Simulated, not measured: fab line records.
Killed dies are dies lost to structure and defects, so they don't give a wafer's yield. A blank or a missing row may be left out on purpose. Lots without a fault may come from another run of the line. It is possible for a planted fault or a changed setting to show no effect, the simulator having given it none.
fab line records ; flow sky130
record lots=12; wafers=36; last_day=49
route steps=708 shown VT_ADJUST_LVTN@115 SONOS_TUNNEL@161 GATE_OXIDE@188 PAD_OPEN@708
lots that met no fault: from a run of the same line without faults
start_h: start of the lot's first displayed wafer, in hours after the record's first day ; wait_h: hours from the lot's prior step to this one ; " the same as in the row above ; L1.1+2: several wafers, shown together as one row ; - value missing, or start not given ; * or withheld: withheld ; < > ~ a bound
route shown NAME@n: NAME is a module with steps in the file, n the number in the route of the first one ; usual: mean/standard deviation of fault-free wafers ; same: alike in all rows ; chamber/n: place in a boat ; sites: per-site readings ; _std_site: their standard deviation ; _edge_site: mean of outer sites minus mean of inner sites ; radius_mm: how far each site lies from the wafer's centre ; mask NAME#n: copy n ; behind: the tool/chamber that last shaped the wafer ; hold: the reason the lot was held/the length of the hold in hours/how it ended ; device: whichever transistor did not switch (one of n, p or np) ; end of line: tests of these same wafers at the route's end ; a step without rows: its recipe alone ; killed: count of dies lost to structure and defects at first sort (not the wafer's yield) ; map: the dies of a wafer, with x for killed, . for not killed, _ for no die there
set.NAME: the setting the step ran with; set.NAME@STEP: the setting that earlier step ran with ; model.NAME: the simulator's own value behind a step, which no gauge read
steps of the route over a sample of lots; a table a step, a row a wafer
services: the hour from which a tool's chamber was out of use, counted from the record's first day as start_h (under 0 if before that day), plus the number of hours and why
## steps
# step SKY_VT_ADJUST_LVTN_OVL_MEAS_18
# usual VT_ADJUST_LVTN_01_OVL=-1.2/1.3
lot.wafer;tool;chamber;start_h;wait_h;VT_ADJUST_LVTN_01_OVL[nm]
L463.2;overlay-01;-;168.75;0.1;-1.6
L463.3;overlay-01;-;168.75;0.1;-3.2
L463.6;overlay-01;-;168.75;0.1;-0.7
L465.1;overlay-02;-;180.66;0.1;-0.8
L465.2;overlay-02;-;180.66;0.1;0.6
L465.4;overlay-02;-;180.66;0.1;-0.7
L467.1;overlay-01;-;193.09;0.1;-2.7
L467.2;overlay-01;-;193.09;0.1;-1.2
L467.6;overlay-01;-;193.09;0.1;-3.4
L469.1;overlay-02;-;207.94;0.1;-2.6
L469.3;overlay-02;-;207.94;0.1;-1.2
L469.4;overlay-02;-;207.94;0.1;-0.8
L470.1;overlay-02;-;214.36;0.1;0.4
L470.4;overlay-02;-;214.36;0.1;0.4
L470.5;overlay-02;-;214.36;0.1;-1.2
L471.1;overlay-01;-;220.01;0.1;-0.6
L471.4;overlay-01;-;220.01;0.1;-0.5
L471.5;overlay-01;-;220.01;0.1;-1.6
L474.1;overlay-02;-;241.19;0.1;-1.5
L474.3;overlay-02;-;241.19;0.1;-0.3
L474.4;overlay-02;-;241.19;0.1;-1.6
L476.3;overlay-02;-;257.67;0.1;-0.6
L476.4;overlay-02;-;257.67;0.1;-1.1
L476.6;overlay-02;-;257.67;0.1;-1.8
L479.1;overlay-01;-;281.64;0.1;-2.5
L479.2;overlay-01;-;281.64;0.1;-2.7
L479.4;overlay-01;-;281.64;0.1;-3.6
L480.1;overlay-02;-;288.89;0.1;-2.6
L480.3;overlay-02;-;288.89;0.1;-3.8
L480.4;overlay-02;-;288.89;0.1;-3.5
L481.2;overlay-01;-;292.71;0.1;-1.8
L481.5;overlay-01;-;292.71;0.1;-1.1
L481.6;overlay-01;-;292.71;0.1;-2.8
L482.1;overlay-01;-;296.06;0.1;0.4
L482.3;overlay-01;-;296.06;0.1;-3.6
L482.6;overlay-01;-;296.06;0.1;-1.2
# step SKY_VT_ADJUST_LVTN_STRIP_20
# recipe chemistry=O2/N2; power_w=1400; pressure_mtorr=1500; platen_temp_c=withheld; o2_flow_sccm=3000; n2_flow_sccm=300; overash_fraction=0.5
# usual drypump_motor_current_A=5.8/0.61; oes_product_au=0.716/0.0046; strip_time_to_endpoint_s=14.18/0.042
lot.wafer;tool;chamber;start_h;wait_h;drypump_motor_current_A;oes_product_au;rf_hours_counter_h;strip_time_to_endpoint_s
L463.2;plasma_asher-01;1;168.93;0.1;5.6;0.718;5;14.15
L463.3;plasma_asher-01;1;168.93;0.1;5.6;0.719;-;14.19
L463.6;plasma_asher-01;1;168.93;0.1;5.6;0.724;-;14.17
L465.1;plasma_asher-04;1;180.85;0.1;6.5;0.713;50;14.15
L465.2;plasma_asher-04;0;180.85;0.1;5.2;0.721;50;14.12
L465.4;plasma_asher-04;0;180.85;0.1;5.2;0.718;-;14.12
L467.1;plasma_asher-02;0;193.28;0.1;6.8;0.715;39;14.18
L467.2;plasma_asher-02;1;193.28;0.1;5.4;0.714;39;14.13
L467.6;plasma_asher-02;1;193.28;0.1;5.3;0.708;-;14.12
L469.1;plasma_asher-04;1;208.13;0.1;6.5;0.720;52;14.24
L469.3;plasma_asher-04;1;208.13;0.1;6.5;0.711;-;14.22
L469.4;plasma_asher-04;0;208.13;0.1;5.2;0.718;-;14.22
L470.1;plasma_asher-01;1;214.54;0.1;5.6;0.715;9;14.22
L470.4;plasma_asher-01;1;214.54;0.1;5.6;0.717;-;14.22
L470.5;plasma_asher-01;0;214.54;0.1;5.3;0.716;-;14.26
L471.1;plasma_asher-04;0;220.20;0.1;5.3;0.709;53;14.26
L471.4;plasma_asher-04;1;220.20;0.1;6.5;0.706;-;14.23
L471.5;plasma_asher-04;1;220.20;0.1;6.5;0.712;-;14.22
L474.1;plasma_asher-01;1;241.38;0.1;5.6;0.719;12;14.15
L474.3;plasma_asher-01;1;241.38;0.1;5.6;0.726;-;14.20
L474.4;plasma_asher-01;0;241.38;0.1;5.3;0.718;-;14.18
L476.3;plasma_asher-02;0;257.88;0.1;6.7;0.714;-;14.21
L476.4;plasma_asher-02;1;257.88;0.1;5.3;0.718;-;14.23
L476.6;plasma_asher-02;0;257.88;0.1;6.7;0.713;-;14.25
L479.1;plasma_asher-04;1;281.83;0.1;6.5;0.719;60;14.16
L479.2;plasma_asher-04;0;281.83;0.1;5.2;0.721;60;14.19
L479.4;plasma_asher-04;0;281.83;0.1;5.2;0.718;-;14.19
L480.1;plasma_asher-02;0;289.08;0.1;6.7;0.716;48;14.24
L480.3;plasma_asher-02;1;289.08;0.1;5.3;0.719;-;14.20
L480.4;plasma_asher-02;0;289.08;0.1;6.8;0.716;-;14.21
L481.2;plasma_asher-02;1;292.89;0.1;5.4;0.716;48;14.22
L481.5;plasma_asher-02;0;292.89;0.1;6.8;0.714;-;14.20
L481.6;plasma_asher-02;1;292.89;0.1;5.3;0.718;-;14.20
L482.1;plasma_asher-04;1;296.25;0.1;6.5;0.719;61;14.12
L482.3;plasma_asher-04;0;296.25;0.1;5.2;0.709;-;14.07
L482.6;plasma_asher-04;1;296.25;0.1;6.5;0.707;-;14.10
# step SKY_SONOS_TUNNEL_CD_MEAS_07
# recipe target_cd_nm=410
# usual cd_nm=410/3
lot.wafer;tool;chamber;start_h;wait_h;cd_nm
L463.2;cd_sem-01;-;257.98;0.1;415
L463.3;cd_sem-01;-;257.98;0.1;414
L463.6;cd_sem-01;-;257.98;0.1;412
L465.1;cd_sem-01;-;270.16;0.1;407
L465.2;cd_sem-01;-;270.16;0.1;410
L465.4;cd_sem-01;-;270.16;0.1;409
L467.1;cd_sem-01;-;285.11;0.1;409
L467.2;cd_sem-01;-;285.11;0.1;410
L467.6;cd_sem-01;-;285.11;0.1;410
L469.1;cd_sem-01;-;301.64;0.1;405
L469.3;cd_sem-01;-;301.64;0.1;404
L469.4;cd_sem-01;-;301.64;0.1;407
L470.1;cd_sem-01;-;309.34;0.1;410
L470.4;cd_sem-01;-;309.34;0.1;407
L470.5;cd_sem-01;-;309.34;0.1;409
L471.1;cd_sem-01;-;316.19;0.1;413
L471.4;cd_sem-01;-;316.19;0.1;411
L471.5;cd_sem-01;-;316.19;0.1;414
L474.1;cd_sem-02;-;340.71;0.1;410
L474.3;cd_sem-02;-;340.71;0.1;411
L474.4;cd_sem-02;-;340.71;0.1;410
L476.3;cd_sem-02;-;358.81;0.2;414
L476.4;cd_sem-02;-;358.81;0.2;415
L476.6;cd_sem-02;-;358.81;0.2;416
L479.1;cd_sem-02;-;381.39;0.1;414
L479.2;cd_sem-02;-;381.39;0.1;412
L479.4;cd_sem-02;-;381.39;0.1;413
L480.1;cd_sem-02;-;387.61;0.1;412
L480.3;cd_sem-02;-;387.61;0.1;411
L480.4;cd_sem-02;-;387.61;0.1;411
L481.2;cd_sem-02;-;392.58;0.1;409
L481.5;cd_sem-02;-;392.58;0.1;408
L481.6;cd_sem-02;-;392.58;0.1;409
L482.1;cd_sem-02;-;396.19;0.1;409
L482.3;cd_sem-02;-;396.19;0.1;407
L482.6;cd_sem-02;-;396.19;0.1;408
# step SKY_GATE_OXIDE_OXIDATION_01
# recipe temp_c=900; ambient=O2; stabilise_s=600; purge_s=300; target_thk_a=102.68; ox_time_s=1473
# usual ox_time_s=1473/0; spike_tc_bottom_C=916/4.8; spike_tc_centre_C=899.2/1.8
lot.wafer;tool;chamber;start_h;wait_h;ox_time_s;spike_tc_bottom_C;spike_tc_centre_C
L463.2;furnace-01;0;290.09;3.1;1473;921;898.5
L463.3;furnace-01;0;290.09;3.1;1473;920;897.3
L463.6;furnace-01;0;290.09;3.1;1473;919;898.6
L465.1;furnace-02;0;303.27;2.8;1473;911;902.1
L465.2;furnace-02;0;303.27;2.8;1473;911;900.7
L465.4;furnace-02;0;303.27;2.8;1473;911;899.3
L467.1;furnace-01;0;406.63;0.1;1473;920;898.5
L467.2;furnace-01;0;406.63;0.1;1473;922;897.0
L467.6;furnace-01;0;406.63;0.1;1473;919;898.4
L471.1;furnace-02;0;407.29;0.4;1473;910;900.6
L471.4;furnace-02;0;407.29;0.4;1473;910;901.4
L471.5;furnace-02;0;407.29;0.4;1473;912;901.8
L469.1;furnace-01;0;408.04;0.6;1473;920;896.9
L469.3;furnace-01;0;408.04;0.6;1473;920;897.7
L469.4;furnace-01;0;408.04;0.6;1473;920;898.0
L470.1;furnace-01;0;408.04;0.4;1473;922;898.9
L470.4;furnace-01;0;408.04;0.4;1473;920;896.8
L470.5;furnace-01;0;408.04;0.4;1473;921;899.5
L474.1;furnace-02;0;415.95;0.8;1473;913;900.9
L474.3;furnace-02;0;415.95;0.8;1473;911;901.5
L474.4;furnace-02;0;415.95;0.8;1473;911;901.1
L476.3;furnace-02;0;415.95;0.6;1473;911;898.6
L476.4;furnace-02;0;415.95;0.6;1473;910;900.8
L476.6;furnace-02;0;415.95;0.6;1473;909;900.9
L479.1;furnace-01;0;422.42;0.1;662.85;919;897.0
L479.2;furnace-01;0;422.42;0.1;662.85;922;898.7
L479.4;furnace-01;0;422.42;0.1;662.85;921;899.4
L480.1;furnace-01;0;429.39;0.6;662.85;920;897.3
L480.3;furnace-01;0;429.39;0.6;662.85;919;897.9
L480.4;furnace-01;0;429.39;0.6;662.85;922;897.2
L481.2;furnace-02;0;430.60;0.8;1473;914;901.3
L481.5;furnace-02;0;430.60;0.8;1473;912;899.8
L481.6;furnace-02;0;430.60;0.8;1473;913;901.3
L482.1;furnace-02;0;435.71;0.9;1473;910;902.0
L482.3;furnace-02;0;435.71;0.9;1473;910;901.6
L482.6;furnace-02;0;435.71;0.9;1473;911;902.2
# step SKY_GATE_OXIDE_THK_MEAS_02
# recipe reads=SiO2_of_GATE_OXIDE_OXIDATION_01
# usual GATE_OXIDE_OXIDATION_00_THK=10.31/0.25
lot.wafer;tool;chamber;start_h;wait_h;hold;GATE_OXIDE_OXIDATION_00_THK[nm]
L463.2;film_metro-03;-;291.51;0.0;-;10.58
L463.3;film_metro-03;-;291.51;0.0;-;10.72
L463.6;film_metro-03;-;291.51;0.0;-;10.60
L465.1;film_metro-01;-;304.68;0.0;-;10.26
L465.2;film_metro-01;-;304.68;0.0;-;10.08
L465.4;film_metro-01;-;304.68;0.0;-;10.01
L467.1;film_metro-04;-;408.04;0.0;-;10.36
L467.2;film_metro-04;-;408.04;0.0;-;10.27
L467.6;film_metro-04;-;408.04;0.0;-;10.40
L471.1;film_metro-03;-;408.70;0.0;-;10.11
L471.4;film_metro-03;-;408.70;0.0;-;10.36
L471.5;film_metro-03;-;408.70;0.0;-;10.16
L469.1;film_metro-01;-;409.45;0.0;-;10.27
L469.3;film_metro-01;-;409.45;0.0;-;10.39
L469.4;film_metro-01;-;409.45;0.0;-;10.42
L470.1;film_metro-04;-;409.45;0.0;-;10.44
L470.4;film_metro-04;-;409.45;0.0;-;10.60
L470.5;film_metro-04;-;409.45;0.0;-;10.41
L474.1;film_metro-03;-;417.36;0.0;-;10.39
L474.3;film_metro-03;-;417.36;0.0;-;10.28
L474.4;film_metro-03;-;417.36;0.0;-;10.14
L476.3;film_metro-01;-;417.38;0.0;-;10.13
L476.4;film_metro-01;-;417.38;0.0;-;9.82
L476.6;film_metro-01;-;417.38;0.0;-;10.06
L479.1;film_metro-03;-;423.83;0.0;await_dispo/0.2h/release;5.90
L479.2;film_metro-03;-;423.83;0.0;await_dispo/0.2h/release;6.12
L479.4;film_metro-03;-;423.83;0.0;await_dispo/0.2h/release;5.93
L479.1;film_metro-03;-;424.05;0.2;-;5.85
L479.2;film_metro-03;-;424.05;0.2;-;6.14
L479.4;film_metro-03;-;424.05;0.2;-;6.00
L480.1;film_metro-01;-;430.80;0.0;await_dispo/0.2h/release;6.03
L480.3;film_metro-01;-;430.80;0.0;await_dispo/0.2h/release;6.21
L480.4;film_metro-01;-;430.80;0.0;await_dispo/0.2h/release;6.08
L480.1;film_metro-01;-;431.02;0.2;-;6.07
L480.3;film_metro-01;-;431.02;0.2;-;6.17
L480.4;film_metro-01;-;431.02;0.2;-;6.00
L481.2;film_metro-04;-;432.02;0.0;-;9.96
L481.5;film_metro-04;-;432.02;0.0;-;10.12
L481.6;film_metro-04;-;432.02;0.0;-;9.86
L482.1;film_metro-03;-;437.12;0.0;-;10.23
L482.3;film_metro-03;-;437.12;0.0;-;9.88
L482.6;film_metro-03;-;437.12;0.0;-;10.11
# step SKY_PAD_OPEN_PROBE_99
# usual killed_at_M0_to_M3=42/7.3; killed_at_M4_up=3.4/2; killed_at_contacts=24/5.8; killed_at_front_end=15/4.6; killed_at_other=0.3/0.62; killed_dies=84/9.8; killed_open=47/6.9; killed_short=38/6.3
# same gross_dies=492; killed_at_back_side=0
lot.wafer;tool;chamber;start_h;wait_h;killed_at_M0_to_M3;killed_at_M4_up;killed_at_contacts;killed_at_front_end;killed_at_other;killed_dies;killed_open;killed_short
L474.4;prober-01;-;1170.52;0.2;32;2;34;9;0;77;49;28
L479.1;prober-01;-;1175.57;0.1;55;4;28;17;0;104;56;48
L480.4;prober-01;-;1177.22;0.2;44;2;25;25;0;96;59;37
# killed by level:class
L474.4 LI_CONTACT:geometric_particle:open=14 VIA1:geometric_particle:open=14 CONTACT:geometric_particle:short=7 CONTACT:geometric_particle:open=5 METAL3:geometric_particle:short=4 SPACER:geometric_particle:short=3 LI_CONTACT:geometric_particle:short=3 LOCAL_INTERCONNECT:geometric_particle:open=3
L479.1 CONTACT:geometric_particle:open=11 METAL1:geometric_particle:short=11 LI_CONTACT:geometric_particle:open=10 VIA1:geometric_particle:open=10 VIA3:geometric_particle:open=9 VIA2:geometric_particle:open=5 METAL2:geometric_particle:short=5 METAL4:geometric_particle:short=4
L480.4 CONTACT:geometric_particle:open=12 VIA1:geometric_particle:open=11 VIA3:geometric_particle:open=9 FIELD_ISO:geometric_particle:open=8 VIA2:geometric_particle:open=6 FIELD_ISO:geometric_particle:short=6 METAL2:geometric_particle:short=6 POLY_GATE:geometric_particle:open=5
## services
tool;chamber;start_h;hours;kind
furnace-01;-;176.68;3.4;pm
furnace-02;-;204.27;3.1;pm
furnace-02;-;221.86;1.8;pm
furnace-02;-;277.66;10.2;repair
plasma_asher-02;-;325.50;1.6;repair
furnace-02;-;344.46;12.6;repair
furnace-01;-;357.73;3.4;pm
furnace-02;-;373.30;3.3;pm
plasma_asher-04;-;381.83;20.0;repair
plasma_asher-04;-;382.02;2.9;repair
furnace-01;-;432.31;3.3;pm
## key
first_sign step=SKY_GATE_OXIDE_OXIDATION_01; reading=ox_time_s; direction=down; sigmas=99+; usual=*; struck=*
effect step=SKY_GATE_OXIDE_THK_MEAS_02; reading=visit; direction=added
effect step=SKY_GATE_OXIDE_THK_MEAS_02; reading=GATE_OXIDE_OXIDATION_00_THK; direction=down; sigmas=17; usual=10.31; struck=6.05
met_at SKY_GATE_OXIDE_OXIDATION_01
struck_lots L479,L480
tester_left_out L479,L480
not_acting_at SKY_VT_ADJUST_LVTN_OVL_MEAS_18,SKY_VT_ADJUST_LVTN_STRIP_20,SKY_SONOS_TUNNEL_CD_MEAS_07
onset_between 408.04 422.42
fault kind=process_parameter_drift; tool=furnace-01; chamber=-; onset_h=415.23; steps=SKY_GATE_OXIDE_OXIDATION_01; channel=ox_time_s; offset=*; shape=step; end_h=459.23; acts_in=*; stated=*
# tester_left_out: of these lots the tester's yield and bins aren't shown, on N5 and GAA mostly nor the transistor test; their killed dies are dies lost to structure and defects alone, not to doping, threshold or leakage, so they don't give the yield
